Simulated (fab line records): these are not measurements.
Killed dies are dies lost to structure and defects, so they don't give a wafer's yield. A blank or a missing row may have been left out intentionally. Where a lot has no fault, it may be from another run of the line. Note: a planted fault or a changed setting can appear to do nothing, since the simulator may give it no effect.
A struck lot beside a sound one + flow sky130 + 35 steps out of a route of 708
Sound: the wafers L229.1, L229.4, L229.5. Wafers L238.2, L238.5, L238.6 were the ones struck. Last of all comes the cause.
Per side, at each step with rows, come the tool, then ch with its chambers, and then its first start. Under that, the readings that differ: sound wafers + struck wafers + difference of the means + sigmas: that difference in standard deviations of wafers without a fault.
alike: words and numbers the same on both sides, and readings whose means are apart by under 2 such deviations; not compared: readings that were withheld, readings missing a value for some wafer, numbers with overlapping values and no deviation given by the record, and bounds like >300 which may hide the same value.
The two part at a step that has a row with sigmas, a row that says differs or no value, or rows on one side only. Non-overlapping numbers with no deviation appear without sigmas and do not part them. A reading missing from all wafers of one side parts the sides only when that side holds two or more wafers.

first, 10 steps without rows for these wafers: SKY_METAL3_COAT_07 (resist thk 60 nm); SKY_METAL3_COAT_08 (resist thk 1140 nm); SKY_METAL3_SOFTBAKE_09 (time 90 s); SKY_METAL3_EXPOSE_10 (exposes mask MM3, target cd 300 nm); SKY_METAL3_PEB_11; SKY_METAL3_DEVELOP_12 (develop time 60 s); SKY_METAL3_DESCUM_15 (chemistry O2, time 8 s); SKY_METAL3_ETCH_16 (etches BARC in N2/H2, stops on SiO2, time 88.2 s, target depth 60 nm); SKY_METAL3_ETCH_17 (etches SiO2 in C4F8/O2/Ar, stops on TiN, time 3.9 s, target depth 15 nm); SKY_METAL3_METAL_ETCH_18 (etches the open film in Cl2/BCl3, stops on SiO2, target depth 845 nm, time 183.1 s).
SKY_METAL3_STRIP_19: strips in O2/N2.
  sound on plasma asher-03 ch 1, day 39 12:06; struck on plasma asher-01 ch 0,1, day 42 14:26
  alike: drypump motor current A, n2 flow sccm, oes product au, strip time to endpoint s
  not compared: rf hours counter h
then, 23 steps without rows for these wafers: SKY_METAL3_STRIP_20 (strips in post etch residue remover, time 1200 s); SKY_METAL3_CLEAN_21 (cleans in IPA, time 180 s); SKY_METAL3_CLEAN_22 (cleans in O3/DIW); SKY_VIA3_HDPCVD_00 (deposits SiO2, target thk 1635 nm, time 272.5 s); SKY_VIA3_CMP_02 (polishes SiO2); SKY_VIA3_DEHYDRATE_04 (time 60 s); SKY_VIA3_HMDS_05 (prime time 60 s); SKY_VIA3_COAT_06 (resist thk 60 nm); SKY_VIA3_COAT_07 (resist thk 450 nm); SKY_VIA3_SOFTBAKE_08 (time 90 s); SKY_VIA3_EXPOSE_09 (exposes mask VIM3, target cd 200 nm); SKY_VIA3_PEB_10; SKY_VIA3_DEVELOP_11 (develop time 60 s); SKY_VIA3_ETCH_14 (etches BARC in N2/H2, stops on SiO2, time 45.9 s, target depth 60 nm); SKY_VIA3_ETCH_15 (etches SiO2 in C4F8/O2/Ar, stops on TiN, target depth 507 nm, time 78 s); SKY_VIA3_STRIP_16 (strips in O2/N2); SKY_VIA3_STRIP_17 (strips in post etch residue remover, time 1200 s); SKY_VIA3_CLEAN_18 (cleans in IPA, time 180 s); SKY_VIA3_CLEAN_19 (cleans in O3/DIW); SKY_VIA3_SPUTTER_20 (material TiN, target thk 20 nm, time 80 s); SKY_VIA3_CVD_21 (deposits W, target thk 390 nm, time 117.31 s); SKY_VIA3_CMP_24 (polishes, stops on SiO2, t overpolish 20 s, target thk 0 nm); SKY_METAL4_SPUTTER_00 (material Ti, target thk 15 nm, time 10 s).
-- the record jumps here: 6 days lie between the struck wafers' starts before and after (it left off in module METAL4 and takes up again in module PAD_OPEN, whose first step shown is number 708 of the route) --
SKY_PAD_OPEN_PROBE_99:
  sound on prober-02, day 46 14:04; struck on prober-01, day 49 02:25
| reading                               | sound               | struck            | difference | sigmas |
|---------------------------------------|---------------------|-------------------|------------|--------|
| defect limited yield (%)              | 83.5 78.9 80.9      | 70.7 69.7 73.0    | -10.0      | -5     |
| killed_at_M0_to_M3                    | 37 44 42            | 103 107 100       | +62        | +9     |
| killed at front end                   | 18 27 26            | 12 16 14          | -10        | -2     |
| killed dies                           | 81 104 94           | 144 149 133       | +49        | +5     |
| sort_bin_3_pad_short (%)              | 0.4 0.2 1.0         | 2.6 2.8 2.4       | +2.1       | +4     |
| sort_bin_5_function (%)               | 10.0 13.4 10.8      | 17.5 18.9 16.3    | +6.2       | +4     |
| sort n pass                           | 411 388 398         | 348 343 359       | -49        | -5     |
| sort yield pct (%)                    | 83.5 78.9 80.9      | 70.7 69.7 73.0    | -10.0      | -5     |
| model.etest.tester.sort n pass        | 411 388 398         | 348 343 359       | -49        |        |
| model.etest.tester.sort yield pct (%) | 83.54 78.86 80.89   | 70.73 69.72 72.97 | -9.96      |        |
| model.etest.tester.sort_bin_5_pct (%) | 9.959 13.41 10.77   | 17.48 18.9 16.26  | +6.17      |        |
| model.etest.tester.sort_bin_3_pct (%) | 0.4065 0.2033 1.016 | 2.642 2.846 2.439 | +2.100     |        |
  alike: killed_at_M4_up, killed at contacts, killed at other, killed open, killed short, sort_bin_6_memory

WHERE THEY PART
Only at SKY_PAD_OPEN_PROBE_99, within this record.

WHY: what the simulator had put in
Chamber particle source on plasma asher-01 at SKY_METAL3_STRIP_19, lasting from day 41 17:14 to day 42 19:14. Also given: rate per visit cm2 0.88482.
